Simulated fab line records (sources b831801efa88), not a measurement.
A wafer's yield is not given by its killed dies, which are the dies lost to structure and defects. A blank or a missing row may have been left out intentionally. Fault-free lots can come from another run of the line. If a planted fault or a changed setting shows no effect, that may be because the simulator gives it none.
fab line records	flow sky130
record lots=6	wafers=18	lastDay=50
route steps=708 shown LDD_LDN@294 SPACER@304 POLY_CUT@307 PAD_OPEN@708
lots that met no fault: from a run of the same line without faults
startH: start of the lot's first displayed wafer, in hours after the record's first day	waitH: hours from the lot's prior step to this one	" repeats the value in the row above	L1.1+2: a row that stands for several wafers	- no value, or no start was given	* or withheld: withheld	< > ~ a bound
route shown NAME@n: NAME is a module with steps in the file, n the number in the route of the first one	usual: mean/standard deviation taken from wafers without a fault	same: alike in all rows	chamber/n: place in a boat	sites: readings site by site	_std_site: their standard deviation	_edge_site: inner sites' mean taken away from outer sites' mean	radiusMm: for every site, how far away it sits from the centre of the wafer	mask NAME#n: copy n	behind: tool/chamber where the wafer was last shaped	hold: why the lot went on hold/how many hours it stayed there/how the hold came to an end	device: whichever transistor did not switch (one of n, p or np)	end of line: tests of these same wafers at the route's end	a step given without rows: its recipe and nothing more	killed: dies that structure and defects cost at the first sort, which is not the same as the wafer's yield	map: dies across one wafer; x = killed, . = not, _ = none there
set.NAME: the setting as run; set.NAME@STEP: as run at that earlier step	model.NAME: the simulator's own value behind a step, which no gauge read
certain route steps with their lots: each step a table, each wafer a row
services: from which hour (startH, from the record's first day; less than 0 if before it) a tool's chamber was out of use, for how many hours, and why
## steps
# step SKY_LDD_LDN_PEB_05
# recipe tempC=withheld	timeS=*	resist=NOVOLAK
# step SKY_LDD_LDN_DEVELOP_06
# recipe resist=NOVOLAK	developer=TMAH	developTimeS=60	devTempC=23
# step SKY_LDD_LDN_OVL_MEAS_07
# usual LDD_LDN_OVL=-0.1/1.4
lot.wafer	tool	chamber	startH	waitH	LDD_LDN_OVL[nm]
L369.1	overlay-02	-	614.13	0.1	-1.3
L369.5	"	-	"	"	-1.5
L369.6	"	-	"	"	0.6
L372.1	overlay-02	-	625.03	0.1	-0.1
L372.3	"	-	"	"	-0.3
L372.6	"	-	"	"	0.5
L380.2	overlay-02	-	687.19	0.1	-0.4
L380.3	"	-	"	"	-0.9
L380.4	"	-	"	"	0.0
L381.2	overlay-02	-	693.17	0.1	-2.1
L381.5	"	-	"	"	0.5
L381.6	"	-	"	"	-1.1
L382.3	overlay-02	-	706.72	0.1	1.5
L382.4	"	-	"	"	1.1
L382.6	"	-	"	"	-1.8
L383.1	overlay-01	-	722.06	0.1	-0.2
L383.3	"	-	"	"	0.7
L383.5	"	-	"	"	-0.3
# step SKY_LDD_LDN_IMPLANT_08
# recipe species=As	energyKev=15	doseCm2=1.25e+13	tiltDeg=withheld	rotationDeg=23
# step SKY_LDD_LDN_IMPLANT_09
# recipe species=As	energyKev=15	doseCm2=1.25e+13	tiltDeg=withheld	rotationDeg=113
# step SKY_LDD_LDN_IMPLANT_10
# recipe species=As	energyKev=15	doseCm2=1.266e+13	tiltDeg=withheld	rotationDeg=203
# step SKY_LDD_LDN_IMPLANT_11
# recipe species=As	energyKev=15	doseCm2=1.25e+13	tiltDeg=withheld	rotationDeg=293
# step SKY_LDD_LDN_STRIP_12
# recipe chemistry=O2/N2	powerW=1400	pressureMtorr=1500	platenTempC=withheld	o2FlowSccm=3000	n2FlowSccm=300	overashFraction=0.5
# usual drypumpMotorCurrentA=5.9/0.35	oesProductAu=0.716/0.0045	stripTimeToEndpointS=14.20/0.035
lot.wafer	tool	chamber	startH	waitH	drypumpMotorCurrentA	oesProductAu	rfHoursCounterH	stripTimeToEndpointS
L369.1	plasmaAsher-02	0	614.77	0.1	5.6	0.715	75	14.18
L369.5	"	1	"	"	5.8	0.718	-	14.19
L369.6	"	0	"	"	5.6	0.708	-	14.11
L372.1	plasmaAsher-03	1	625.67	0.1	5.5	0.713	53	14.18
L372.3	"	0	"	"	5.8	0.719	-	14.20
L372.6	"	0	"	"	5.7	0.717	-	14.17
L380.2	plasmaAsher-04	0	687.82	0.1	6.5	0.718	26	14.18
L380.3	"	0	"	"	6.5	0.710	-	14.22
L380.4	"	1	"	"	6.2	0.716	-	14.23
L381.2	plasmaAsher-02	1	693.80	0.1	5.8	0.712	83	14.18
L381.5	"	0	"	"	5.6	0.714	-	14.21
L381.6	"	1	"	"	5.7	0.709	-	14.17
L382.3	plasmaAsher-02	0	707.38	0.1	5.6	0.720	-	14.23
L382.4	"	1	"	"	5.7	0.723	-	14.21
L382.6	"	0	"	"	5.6	0.718	-	14.22
L383.1	plasmaAsher-03	0	722.70	0.1	5.8	0.718	62	14.28
L383.3	"	1	"	"	5.5	0.722	-	14.26
L383.5	"	1	"	"	5.5	0.707	-	14.26
# step SKY_LDD_LDN_TW_MEAS_13
# usual LDD_LDN_TW=1479/11
lot.wafer	tool	chamber	startH	waitH	LDD_LDN_TW
L369.1	filmMetro-02	-	614.87	0.1	1460
L369.5	"	-	"	"	1481
L369.6	"	-	"	"	1463
L372.1	filmMetro-01	-	625.77	0.1	1492
L372.3	"	-	"	"	1496
L372.6	"	-	"	"	1484
L380.2	filmMetro-04	-	687.93	0.1	1477
L380.3	"	-	"	"	1481
L380.4	"	-	"	"	1486
L381.2	filmMetro-04	-	693.91	0.1	1480
L381.5	"	-	"	"	1480
L381.6	"	-	"	"	1476
L382.3	filmMetro-02	-	707.47	0.1	1466
L382.4	"	-	"	"	1467
L382.6	"	-	"	"	1456
L383.1	filmMetro-02	-	722.80	0.1	1485
L383.3	"	-	"	"	1483
L383.5	"	-	"	"	1476
# step SKY_LDD_LDN_CLEAN_14
# recipe chemistry=SC1/SC2	mix=1:4:20	tempC=70	timeS=150	dry=n2Spin
# step SKY_SPACER_CVD_00
# recipe material=Si3N4	precursor=DCS/NH3	targetThkNm=43.1	tempC=770	timeS=740	pressureMtorr=250
# step SKY_SPACER_THK_MEAS_01
# recipe reads=Si3N4_of_SPACER_CVD_00
# usual SPACER_CVD_00_THK=42.9/0.42
lot.wafer	tool	chamber	startH	waitH	SPACER_CVD_00_THK[nm]
L369.1	filmMetro-01	-	617.30	0.0	42.9
L369.5	"	-	"	"	42.7
L369.6	"	-	"	"	42.7
L372.1	filmMetro-02	-	629.33	0.0	42.3
L372.3	"	-	"	"	42.4
L372.6	"	-	"	"	42.3
L380.2	filmMetro-03	-	689.25	0.0	43.5
L380.3	"	-	"	"	42.9
L380.4	"	-	"	"	43.1
L381.2	filmMetro-01	-	695.22	0.0	43.0
L381.5	"	-	"	"	43.1
L381.6	"	-	"	"	43.2
L382.3	filmMetro-02	-	709.36	0.0	42.4
L382.4	"	-	"	"	42.5
L382.6	"	-	"	"	42.7
L383.1	filmMetro-02	-	724.94	0.0	42.4
L383.3	"	-	"	"	42.3
L383.5	"	-	"	"	42.6
# step SKY_SPACER_ETCHBACK_02
# recipe chemistry=CH3F/O2	target=Si3N4	stopOn=SiO2	sourceW=400	biasW=80	pressureMtorr=25	ch3fFlowSccm=40	O2_flow_sccm=30	timeS=46.7	targetDepthA=450
# usual biasW=79.98/0.25	drypumpMotorCurrentA=5.6/0.5	oesProductAu=0.853/0.0065	throttleValvePct=10.562/0.009
lot.wafer	tool	chamber	startH	waitH	biasW	drypumpMotorCurrentA	oesProductAu	rfHoursCounterH	throttleValvePct	model.SiO2_of_SONOS_ONO_CVD_04.thkNm
L369.1	rieDiel-03	1	617.36	0.1	80.10	6.5	0.856	1	10.567	2.256
L369.5	"	1	"	"	79.77	6.5	0.856	-	10.549	2.266
L369.6	"	0	"	"	79.99	5.1	0.847	-	10.566	4.444
L372.1	rieDiel-03	2	629.39	0.1	79.90	6.2	0.851	1	10.550	4.36
L372.3	"	3	"	"	79.98	5.8	0.847	16	10.562	4.32
L372.6	"	1	"	"	79.95	6.5	0.840	-	10.572	2.197
L380.2	rieDiel-01	0	689.30	0.0	79.43	5.7	0.859	28	10.565	4.17
L380.3	"	3	"	"	79.76	5.8	0.848	4	10.563	4.057
L380.4	"	2	"	"	79.70	4.9	0.855	5	10.559	4.234
L381.2	rieDiel-03	1	695.27	0.0	79.64	6.5	0.854	2	10.553	4.085
L381.5	"	1	"	"	79.71	6.5	0.853	-	10.557	4.04
L381.6	"	2	"	"	79.46	6.2	0.856	-	10.563	4.099
L382.3	rieDiel-02	0	709.40	0.0	80.17	5.3	0.848	0	10.547	4.15
L382.4	"	1	"	"	80.08	6.2	0.844	14	10.561	4.238
L382.6	"	1	"	"	80.32	6.2	0.851	-	10.553	4.25
L383.1	rieDiel-01	3	725.00	0.1	80.25	5.7	0.844	5	10.558	4.023
L383.3	"	0	"	"	80.15	5.7	0.835	29	10.569	4.13
L383.5	"	3	"	"	80.15	5.7	0.847	-	10.560	4.104
# step SKY_POLY_CUT_DEHYDRATE_00
# recipe tempC=200	timeS=60
# step SKY_POLY_CUT_HMDS_01
# recipe primeTimeS=60	primeTempC=120
# step SKY_POLY_CUT_COAT_02
# recipe resist=BARC	tempC=withheld	timeS=withheld	spinRpm=3000	resistThkNm=60
# step SKY_POLY_CUT_COAT_03
# recipe resist=KrF-thick	spinRpm=3000	resistThkNm=450
# step SKY_POLY_CUT_SOFTBAKE_04
# recipe tempC=100	timeS=90	resist=KrF-thick
# step SKY_POLY_CUT_EXPOSE_05
# recipe maskId=NPCM	na=0.8	sourceShape=annular	sigmaInner=0.55	sigmaOuter=0.85	targetCdNm=270	doseMj=32
# step SKY_POLY_CUT_PEB_06
# recipe pebTempC=withheld	pebTimeS=withheld	resist=KrF-thick
# step SKY_POLY_CUT_DEVELOP_07
# recipe developTimeS=60	resist=KrF-thick	devTempC=21
# step SKY_POLY_CUT_CD_MEAS_08
# recipe targetCdNm=270
# usual cdNm=269.9/1.5
lot.wafer	tool	chamber	startH	waitH	cdNm
L369.1	cdSem-02	-	646.06	-	267.2
L369.5	"	-	"	"	269.6
L369.6	"	-	"	"	269.1
L372.1	cdSem-02	-	657.77	-	270.5
L372.3	"	-	"	"	271.4
L372.6	"	-	"	"	270.5
L380.2	cdSem-02	-	716.42	-	271.7
L380.3	"	-	"	"	271.5
L380.4	"	-	"	"	272.6
L381.2	cdSem-02	-	723.03	-	268.8
L381.5	"	-	"	"	268.8
L381.6	"	-	"	"	269.7
L382.3	cdSem-02	-	736.84	-	269.8
L382.4	"	-	"	"	270.7
L382.6	"	-	"	"	270.1
L383.1	cdSem-02	-	752.65	-	269.0
L383.3	"	-	"	"	268.4
L383.5	"	-	"	"	267.1
# step SKY_POLY_CUT_OVL_MEAS_09
# usual POLY_CUT_OVL=2/5.2
lot.wafer	tool	chamber	startH	waitH	POLY_CUT_OVL[nm]
L369.1	overlay-02	-	646.18	0.1	9
L369.5	"	-	"	"	9
L369.6	"	-	"	"	10
L372.1	overlay-02	-	657.89	0.1	5
L372.3	"	-	"	"	3
L372.6	"	-	"	"	-1
L380.2	overlay-01	-	716.52	0.1	-7
L380.3	"	-	"	"	-4
L380.4	"	-	"	"	-3
L381.2	overlay-02	-	723.14	0.1	5
L381.5	"	-	"	"	-3
L381.6	"	-	"	"	5
L382.3	overlay-01	-	736.93	0.1	-4
L382.4	"	-	"	"	-2
L382.6	"	-	"	"	-8
L383.1	overlay-02	-	752.77	0.1	19
L383.3	"	-	"	"	12
L383.5	"	-	"	"	13
# step SKY_POLY_CUT_ETCH_10
# recipe chemistry=N2/H2	target=BARC	ionEnergyEv=200	sourceW=500	biasW=100	pressureMtorr=30	n2FlowSccm=100	h2FlowSccm=200	stopOn=SiO2	timeS=45.9	targetDepthA=600
# usual biasW=100.0/0.3	drypumpMotorCurrentA=5.7/0.53	oesProductAu=0.854/0.0046	throttleValvePct=13.224/0.0092
lot.wafer	tool	chamber	startH	waitH	biasW	drypumpMotorCurrentA	oesProductAu	rfHoursCounterH	throttleValvePct
L369.1	rieDiel-04	2	646.22	0.0	99.8	5.7	0.852	5	13.225
L369.5	"	2	"	"	100.1	5.7	0.859	-	13.237
L369.6	"	1	"	"	100.0	5.6	0.855	-	13.235
L372.1	rieDiel-03	2	657.93	0.0	99.9	6.3	0.855	2	13.224
L372.3	"	0	"	"	100.0	5.1	0.849	9	13.226
L372.6	"	1	"	"	100.2	6.5	0.856	-	13.233
L380.2	rieDiel-01	3	716.55	0.0	99.7	5.7	0.853	5	13.214
L380.3	"	0	"	"	100.3	5.7	0.854	29	13.219
L380.4	"	1	"	"	99.8	5.2	0.849	5	13.222
L381.2	rieDiel-01	2	723.17	0.0	100.0	4.9	0.852	6	13.213
L381.5	"	0	"	"	100.0	5.7	0.850	-	13.229
L381.6	"	3	"	"	99.8	5.8	0.860	-	13.250
L382.3	rieDiel-01	3	736.95	0.0	100.0	5.8	0.857	5	13.208
L382.4	"	2	"	"	99.7	4.9	0.857	6	13.222
L382.6	"	2	"	"	99.5	4.9	0.850	-	13.216
L383.1	rieDiel-03	2	752.81	0.0	100.3	6.2	0.861	4	13.229
L383.3	"	0	"	"	99.9	5.1	0.856	12	13.233
L383.5	"	3	"	"	99.8	5.8	0.855	-	13.233
# step SKY_POLY_CUT_ETCH_11
# recipe target=Si3N4	chemistry=CF4/CH2F2/Ar	stopOn=poly-Si	sourceW=600	biasW=150	pressureMtorr=40	cf4FlowSccm=40	ch2f2FlowSccm=20	Ar_flow_sccm=150	timeS=42.5	targetDepthA=600
# usual biasW=150.0/0.45	drypumpMotorCurrentA=5.7/0.53	mfcArSccm=150.0/0.47	oesProductAu=0.828/0.0066	throttleValvePct=14.995/0.01
lot.wafer	tool	chamber	startH	waitH	biasW	drypumpMotorCurrentA	mfcArSccm	oesProductAu	rfHoursCounterH	throttleValvePct	model.POLY_CUT.featureDepthNm	model.etch.depthNm
L369.1	rieDiel-04	2	646.26	0.0	149.9	5.7	149.9	0.778	5	14.989	55.35	55.35
L369.5	"	2	"	"	149.4	5.7	149.5	0.779	-	14.985	55.61	55.61
L369.6	"	1	"	"	150.1	5.6	150.0	0.825	-	14.988	61.39	61.39
L372.1	rieDiel-03	2	657.97	0.0	150.5	6.2	150.0	0.831	2	14.981	62.18	62.18
L372.3	"	0	"	"	150.0	5.1	150.8	0.827	9	14.990	62.09	62.09
L372.6	"	1	"	"	150.5	6.4	149.5	0.787	-	15.012	56.1	56.1
L380.2	rieDiel-01	3	716.60	0.0	150.0	5.7	149.8	0.823	5	14.998	60.33	60.33
L380.3	"	0	"	"	150.9	5.7	149.5	0.817	29	14.994	61.19	61.19
L380.4	"	1	"	"	150.1	5.2	150.1	0.822	5	14.985	60.85	60.85
L381.2	rieDiel-01	2	723.21	0.0	150.7	4.9	149.9	0.828	6	14.988	61.29	61.29
L381.5	"	0	"	"	149.6	5.7	150.0	0.826	-	15.001	61.05	61.05
L381.6	"	3	"	"	149.8	5.7	150.0	0.827	-	14.976	61.2	61.2
L382.3	rieDiel-01	3	737.00	0.0	150.7	5.8	150.2	0.833	5	14.978	61.63	61.63
L382.4	"	2	"	"	150.5	4.9	149.7	0.830	6	14.973	61.54	61.54
L382.6	"	2	"	"	150.1	4.9	150.4	0.830	-	14.978	61.76	61.76
L383.1	rieDiel-03	2	752.85	0.0	149.7	6.2	149.0	0.817	4	15.006	61.31	61.31
L383.3	"	0	"	"	149.6	5.1	150.5	0.822	12	14.996	61.43	61.43
L383.5	"	3	"	"	150.1	5.8	149.7	0.822	-	14.989	61.57	61.57
# step SKY_POLY_CUT_STRIP_12
# recipe chemistry=O2/N2	powerW=1400	pressureMtorr=1500	platenTempC=withheld	o2FlowSccm=3000	n2FlowSccm=300	overashFraction=0.5
# usual drypumpMotorCurrentA=5.9/0.54	oesProductAu=0.453/0.0042	stripTimeToEndpointS=5.363/0.017
lot.wafer	tool	chamber	startH	waitH	drypumpMotorCurrentA	oesProductAu	rfHoursCounterH	stripTimeToEndpointS
L369.1	plasmaAsher-04	1	646.30	0.0	6.2	0.457	22	5.387
L369.5	"	1	"	"	6.2	0.447	-	5.374
L369.6	"	0	"	"	6.5	0.456	-	5.386
L372.1	plasmaAsher-02	1	658.01	0.0	5.8	0.454	79	5.362
L372.3	"	1	"	"	5.8	0.453	-	5.394
L372.6	"	0	"	"	5.6	0.453	-	5.376
L380.2	plasmaAsher-04	1	716.64	0.0	6.2	0.452	29	5.337
L380.3	"	1	"	"	6.2	0.453	-	5.343
L380.4	"	0	"	"	6.5	0.447	-	5.345
L381.2	plasmaAsher-04	1	723.25	0.0	6.2	0.462	29	5.350
L381.5	"	1	"	"	6.2	0.450	-	5.353
L381.6	"	0	"	"	6.5	0.453	-	5.372
L382.3	plasmaAsher-04	1	737.07	0.1	6.2	0.449	-	5.341
L382.4	"	0	"	"	6.5	0.456	-	5.337
L382.6	"	0	"	"	6.5	0.448	-	5.360
L383.1	plasmaAsher-04	0	752.89	0.0	6.4	0.456	32	5.370
L383.3	"	1	"	"	6.2	0.451	-	5.391
L383.5	"	1	"	"	6.2	0.454	-	5.376
# step SKY_PAD_OPEN_PROBE_99
# usual killed_at_M0_to_M3=43/6.4	killed_at_M4_up=3.5/1.8	killedAtContacts=25/5.7	killedAtFrontEnd=15/3.9	killedAtOther=0.3/0.67	killedDies=87/8.6	killedOpen=47/6.7	killedShort=39/5.9
# same grossDies=492	killedAtBackSide=0
lot.wafer	tool	chamber	startH	waitH	killed_at_M0_to_M3	killed_at_M4_up	killedAtContacts	killedAtFrontEnd	killedAtOther	killedDies	killedOpen	killedShort	model.etest.pfet_01v8.rOnOhmUm	model.etest.resPdiff.lineOhmUm	model.etest.resNdiff.lineOhmUm	model.etest.nfetG5v0d10v5.rOnOhmUm	model.etest.sonosUncharged.rOnOhmUm	model.etest.pfet_01v8.driveUaUm	model.etest.nfet_01v8_lvt.driveUaUm	model.etest.resPdiff.rsOhmSq
L369.1	prober-01	-	1137.46	0.1	42	2	21	12	0	77	50	27	2706	1250	725.8	1831	795.2	208.9	583.7	180
L369.5	prober-01	-	1137.66	0.2	39	5	19	17	0	80	44	36	2680	1230	721.8	1834	781.4	209.4	575.2	180.5
L369.6	prober-01	-	1137.71	0.2	44	4	16	14	1	79	38	41	2918	1410	786.4	1830	818.7	189.8	561	198.9
L372.1	prober-02	-	1144.33	0.1	31	2	20	12	0	65	37	28	2878	1364	750.6	1897	804.8	196	576.9	196.3
L372.3	prober-02	-	1144.43	0.2	39	4	21	15	0	79	39	40	2909	1377	772.2	1875	813.8	192	567	196.8
L372.6	prober-02	-	1144.58	0.2	45	3	25	15	0	88	54	34	2631	1197	695	1853	772.5	218.2	596.1	176.2
L380.2	prober-02	-	1182.65	0.1	46	4	25	19	1	95	56	39	3044	1370	776.2	1919	799.8	179.9	567.4	198.2
L380.3	prober-02	-	1182.70	0.2	38	3	20	18	0	79	43	36	3005	1413	784.8	1871	802.6	183.7	561.6	199.4
L380.4	prober-02	-	1182.75	0.2	45	6	15	12	0	78	35	43	2957	1384	772.1	1888	811	186.2	569.8	197.1
L381.2	prober-01	-	1184.61	0.1	41	3	24	14	0	82	57	25	2800	1381	771.1	1883	822.4	200.7	577.7	197.8
L381.5	prober-01	-	1184.76	0.2	34	1	26	20	1	82	48	33	2892	1392	767.3	1903	812.6	190.5	573.3	197.7
L381.6	prober-01	-	1184.81	0.2	51	7	24	16	2	100	53	47	2892	1424	779.8	1887	818.7	193.4	574.7	197.4
L382.3	prober-02	-	1192.59	0.2	39	1	23	14	2	79	42	36	2976	1363	763.2	1885	816.8	184.4	561.5	199.8
L382.4	prober-02	-	1192.64	0.2	53	2	26	11	2	94	49	43	2934	1394	766.8	1858	833.7	189.5	571.1	197.6
L382.6	prober-02	-	1192.74	0.2	50	3	23	16	0	92	51	41	2906	1392	773.6	1871	820.9	191.8	575.3	199.2
L383.1	prober-02	-	1201.40	0.1	34	6	24	9	1	74	35	39	2892	1378	753.7	1874	795.4	193.8	564	198.6
L383.3	prober-02	-	1201.50	0.2	41	4	19	16	0	80	34	46	2926	1390	768.1	1919	814.6	192.8	564.1	199.1
L383.5	prober-02	-	1201.60	0.2	39	9	16	21	0	85	48	37	2797	1392	770	1870	793.2	200.8	582.4	200.6
# killed by level:class
L369.1 VIA1:geometricParticle:open=11 CONTACT:geometricParticle:open=9 VIA3:geometricParticle:open=8 VIA2:geometricParticle:open=7 FIELD_ISO:geometricParticle:short=4 FIELD_ISO:geometricParticle:open=4 VIA1:geometricParticle:short=4 LI_CONTACT:geometricParticle:open=3
L369.5 VIA1:geometricParticle:open=10 CONTACT:geometricParticle:open=7 VIA3:geometricParticle:open=6 FIELD_ISO:geometricParticle:open=5 METAL2:geometricParticle:short=5 LI_CONTACT:geometricParticle:open=4 VIA1:geometricParticle:short=4 VIA2:geometricParticle:short=4
L369.6 VIA1:geometricParticle:short=8 METAL2:geometricParticle:short=7 VIA2:geometricParticle:open=7 VIA3:geometricParticle:open=7 CONTACT:geometricParticle:open=5 VIA1:geometricParticle:open=5 FIELD_ISO:geometricParticle:short=4 POLY_GATE:geometricParticle:short=4
L372.1 CONTACT:geometricParticle:open=8 VIA1:geometricParticle:open=8 POLY_GATE:geometricParticle:open=5 POLY_GATE:geometricParticle:short=5 LI_CONTACT:geometricParticle:open=5 CONTACT:geometricParticle:short=4 METAL2:geometricParticle:short=4 VIA2:geometricParticle:open=4
L372.3 LI_CONTACT:geometricParticle:open=8 VIA1:geometricParticle:open=7 POLY_GATE:geometricParticle:open=6 METAL1:geometricParticle:short=6 METAL2:geometricParticle:short=5 VIA3:geometricParticle:open=5 CONTACT:geometricParticle:open=4 METAL4:geometricParticle:short=4
L372.6 CONTACT:geometricParticle:open=10 VIA3:geometricParticle:open=9 METAL1:geometricParticle:short=8 VIA2:geometricParticle:open=8 LI_CONTACT:geometricParticle:short=7 LI_CONTACT:geometricParticle:open=7 VIA1:geometricParticle:open=6 METAL2:geometricParticle:short=6
L380.2 VIA1:geometricParticle:open=17 VIA2:geometricParticle:open=9 CONTACT:geometricParticle:open=7 CONTACT:geometricParticle:short=6 LI_CONTACT:geometricParticle:short=5 POLY_GATE:geometricParticle:open=4 LI_CONTACT:geometricParticle:open=4 METAL2:geometricParticle:short=4
L380.3 VIA1:geometricParticle:open=11 VIA2:geometricParticle:open=7 FIELD_ISO:geometricParticle:open=6 LI_CONTACT:geometricParticle:open=6 METAL1:geometricParticle:short=6 CONTACT:geometricParticle:open=5 VIA1:geometricParticle:short=5 FIELD_ISO:geometricParticle:short=4
L380.4 VIA1:geometricParticle:open=9 VIA3:geometricParticle:open=9 VIA1:geometricParticle:short=8 FIELD_ISO:geometricParticle:short=5 METAL1:geometricParticle:short=5 VIA2:geometricParticle:open=5 CONTACT:geometricParticle:short=4 METAL4:geometricParticle:short=4
L381.2 VIA1:geometricParticle:open=14 CONTACT:geometricParticle:open=12 LI_CONTACT:geometricParticle:open=7 FIELD_ISO:geometricParticle:open=5 METAL1:geometricParticle:short=5 VIA2:geometricParticle:open=5 CONTACT:geometricParticle:short=4 VIA3:geometricParticle:open=4
L381.5 CONTACT:geometricParticle:open=11 VIA1:geometricParticle:open=8 FIELD_ISO:geometricParticle:open=7 LOCAL_INTERCONNECT:geometricParticle:short=7 METAL1:geometricParticle:short=5 VIA3:geometricParticle:open=5 METAL2:geometricParticle:short=5 POLY_GATE:geometricParticle:open=4
L381.6 VIA3:geometricParticle:open=11 CONTACT:geometricParticle:open=8 VIA1:geometricParticle:open=8 METAL2:geometricParticle:short=7 METAL1:geometricParticle:short=6 FIELD_ISO:geometricParticle:short=6 CONTACT:geometricParticle:short=6 FIELD_ISO:geometricParticle:open=5
L382.3 VIA1:geometricParticle:open=11 CONTACT:geometricParticle:open=9 FIELD_ISO:geometricParticle:open=6 FIELD_ISO:geometricParticle:short=6 LI_CONTACT:geometricParticle:open=5 VIA3:geometricParticle:open=5 LOCAL_INTERCONNECT:geometricParticle:short=4 METAL1:geometricParticle:short=4
L382.4 VIA1:geometricParticle:open=14 LI_CONTACT:geometricParticle:open=7 CONTACT:geometricParticle:open=7 VIA2:geometricParticle:open=7 VIA3:geometricParticle:open=7 CONTACT:geometricParticle:short=6 METAL1:geometricParticle:short=6 VIA3:geometricParticle:short=5
L382.6 VIA1:geometricParticle:open=17 CONTACT:geometricParticle:open=8 VIA3:geometricParticle:open=6 METAL3:geometricParticle:short=5 POLY_GATE:geometricParticle:short=4 LI_CONTACT:geometricParticle:short=4 CONTACT:geometricParticle:short=4 VIA2:geometricParticle:short=4
L383.1 VIA3:geometricParticle:open=7 CONTACT:geometricParticle:open=6 LI_CONTACT:geometricParticle:short=6 VIA1:geometricParticle:open=6 LI_CONTACT:geometricParticle:open=5 VIA3:geometricParticle:short=5 METAL4:geometricParticle:short=5 VIA1:geometricParticle:short=4
L383.3 METAL2:geometricParticle:short=8 LOCAL_INTERCONNECT:geometricParticle:short=6 LI_CONTACT:geometricParticle:open=5 METAL3:geometricParticle:short=5 VIA1:geometricParticle:open=5 VIA2:geometricParticle:open=5 FIELD_ISO:geometricParticle:open=4 FIELD_ISO:geometricParticle:short=4
L383.5 FIELD_ISO:geometricParticle:open=8 POLY_GATE:geometricParticle:open=8 LI_CONTACT:geometricParticle:open=8 VIA1:geometricParticle:open=8 METAL4:geometricParticle:short=8 METAL1:geometricParticle:short=7 VIA3:geometricParticle:open=6 METAL3:geometricParticle:short=4
## services
tool	chamber	startH	hours	kind
rieDiel-02	0	619.15	3.8	repair
rieDiel-04	1	621.00	4.7	repair
rieDiel-01	2	626.75	2.4	repair
rieDiel-01	2	641.39	2.8	repair
rieDiel-02	3	649.46	9.8	repair
rieDiel-02	0	680.01	-	clean
rieDiel-02	0	680.01	24.6	scheduledDown
rieDiel-02	0	680.01	24.6	ventCycle
rieDiel-04	1	682.71	75.1	repair
rieDiel-04	3	696.90	7.1	repair
rieDiel-02	0	712.09	8.6	repair
rieDiel-03	-	714.21	1.3	repair
plasmaAsher-04	-	729.52	6.2	repair
rieDiel-03	1	730.78	5.8	repair
plasmaAsher-04	-	731.12	1.5	repair
## key
firstSign step=SKY_POLY_CUT_ETCH_11	reading=oesProductAu	direction=down	sigmas=7.1	usual=0.828	struck=0.781
effect none on later readings
modelEffect step=SKY_SPACER_ETCHBACK_02	value=SiO2_of_SONOS_ONO_CVD_04.thkNm	without=4.413	struck=2.24
modelEffect step=SKY_POLY_CUT_ETCH_11	value=POLY_CUT.featureDepthNm	without=61.67	struck=55.69
modelEffect step=SKY_PAD_OPEN_PROBE_99	value=etest.pfet_01v8.rOnOhmUm	without=2926	struck=2672
metAt SKY_SPACER_ETCHBACK_02
struckWafers L369.1,L369.5,L372.6
testerLeftOut L369,L372
fault kind=processParameterDrift	tool=rieDiel-03	chamber=1	onsetH=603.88	steps=SKY_SPACER_ETCHBACK_02	channel=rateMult	offset=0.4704	shape=step	endH=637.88
# testerLeftOut: of these lots the tester's yield and bins aren't shown, on N5 and GAA mostly nor the transistor test; their killed dies are dies lost to structure and defects alone, not to doping, threshold or leakage, so they don't give the yield
